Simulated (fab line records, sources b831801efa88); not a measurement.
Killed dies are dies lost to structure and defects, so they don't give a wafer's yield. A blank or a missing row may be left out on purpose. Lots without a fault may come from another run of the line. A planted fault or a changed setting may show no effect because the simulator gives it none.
Chamber matching | flow gf180mcu | GF_V4_CMP_26 on cmp-01: 4 sister chambers
The step polishes, stops on SiO2, t overpolish 15 s, target thk 0 nm. 4 wafers are shown with their chamber, then 7 later ones without.

WAFERS WITH THEIR CHAMBER
wafer  | chamber | motor_current_A (A)
L267.1 | 1       | 10.9
L269.6 | 2       | 11.7
L270.3 | 0       | 10.2
L270.4 | 3       | 11.1

WAFERS WITHOUT THEIR CHAMBER
wafer  | motor_current_A (A)
L270.5 | 10.6
L271.2 | 11.7
L271.4 | 10.2
L271.5 | 10.0
L273.1 | 11.1
L273.3 | 10.8
L273.4 | 12.6

WHICH CHAMBER EACH WENT THROUGH
wafer  | from the rows above          | in truth
L270.5 | can't be placed: 1 or 0 or 3 | 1
L271.2 | can't be placed: 2 or 3      | 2
L271.4 | can't be placed: 0 or 1      | 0
L271.5 | can't be placed: 0 or 1      | 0
L273.1 | can't be placed: 3 or 1 or 2 | 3
L273.3 | can't be placed: 1 or 3 or 0 | 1
L273.4 | can't be placed: 2 or 3      | 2
Placed correctly: 0 of 7. Can't be placed from these rows: 7 (the true chamber is among the candidates in 7). Placed wrongly: 0.
How it was worked out, from the rows above alone: a wafer's distance from a chamber is the root of the sum, over the readings, of the square of ((its reading less the chamber's mean) divided by the reading's scatter). The wafer belongs to the nearest chamber; if the next one is less than 2 further off, it can't be placed. A chamber's mean is the mean of its shown wafers. The scatter: with one shown wafer a chamber, the root of the mean of the squares of how far each hidden wafer lies from its nearest shown one.
